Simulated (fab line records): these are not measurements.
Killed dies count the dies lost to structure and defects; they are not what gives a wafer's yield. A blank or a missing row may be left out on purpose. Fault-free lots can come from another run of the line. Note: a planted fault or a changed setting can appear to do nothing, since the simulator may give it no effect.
A single fault, viewed from 2 desks	flow sky130	each desk holds nothing but its own numbers, with what lay behind them at the end

AT THE METROLOGY DESK
What the gauges read, lot by lot, whatever tool the lot ran on: means of the sampled wafers that have a number. Any lot whose mean is over 4 standard deviations away from the usual mean is out of limits and marked OUT; that distance is given in the brackets.
Columns: A = POLY_GATE_TW at SKY_RES_PROTECT_TW_MEAS_08, usual 4071; B = cd-nm at SKY_POLY_GATE_CD_MEAS_13, usual 149.9 nm
lot	first seen here	A	B
L159	day 15 17:05	4049	148.8
L160	day 15 18:34	4121	151.6
L161	day 15 22:56	4107	150.3
L165	day 17 07:50	4023	151.4
L170	day 19 09:43	3967	150.7
L171	day 19 14:38	4077	148.9
L172	day 20 03:25	4100	151.9
L175	day 20 19:30	4086	149.4
L176	day 21 03:53	4086	150.2
L179	day 22 08:35	4087	149.3
L181	day 22 20:43	4046	151.1
L182	day 23 11:05	4049	150.4
This desk's verdict: no lot among the 12 shows anything out of limits.

AT THE TOOL OWNER'S DESK: litho-track-03
The tool's own readings at SKY_LDD_HVP_COAT_02 (resist thk 300 nm): means of the sampled wafers that have a number, for each lot that ran on this tool. Any lot whose mean is over 4 standard deviations away from the usual mean is out of limits and marked OUT; that distance is given in the brackets.
Columns: A = spin-speed-rpm at SKY_LDD_HVP_COAT_02, usual 2999.7 rpm
lot	first seen here	A
L159	day 21 13:53	3000.5
L160	day 21 17:31	2999.3
L161	day 21 20:26	2999.7
L170	day 25 11:58	2949.6 (-22) OUT
L171	day 25 15:04	2950.4 (-21) OUT
This desk's finding: out of limits on L170, L171; first on L170, day 25 11:58 (spin-speed-rpm at SKY_LDD_HVP_COAT_02). Within limits: L159, L160, L161.

ALL TOGETHER
On L170, L171, at day 25 11:58, an alarm was possible from the tool owner's desk.
Nothing out of limits was seen by the metrology desk.
The metrology desk has L170, L171 on record, within its limits.
All the named lots went through SKY_LDD_HVP_COAT_02 on litho-track-03.

WHAT THE SIMULATOR HAD PUT IN
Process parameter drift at SKY_LDD_HVP_COAT_02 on litho-track-03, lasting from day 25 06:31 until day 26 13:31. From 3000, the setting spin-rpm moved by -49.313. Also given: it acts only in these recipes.
Lots struck among those shown: L170, L171.
Time in hours from fault onset to the first out-of-limits reading at each desk: the tool owner's desk, 5.
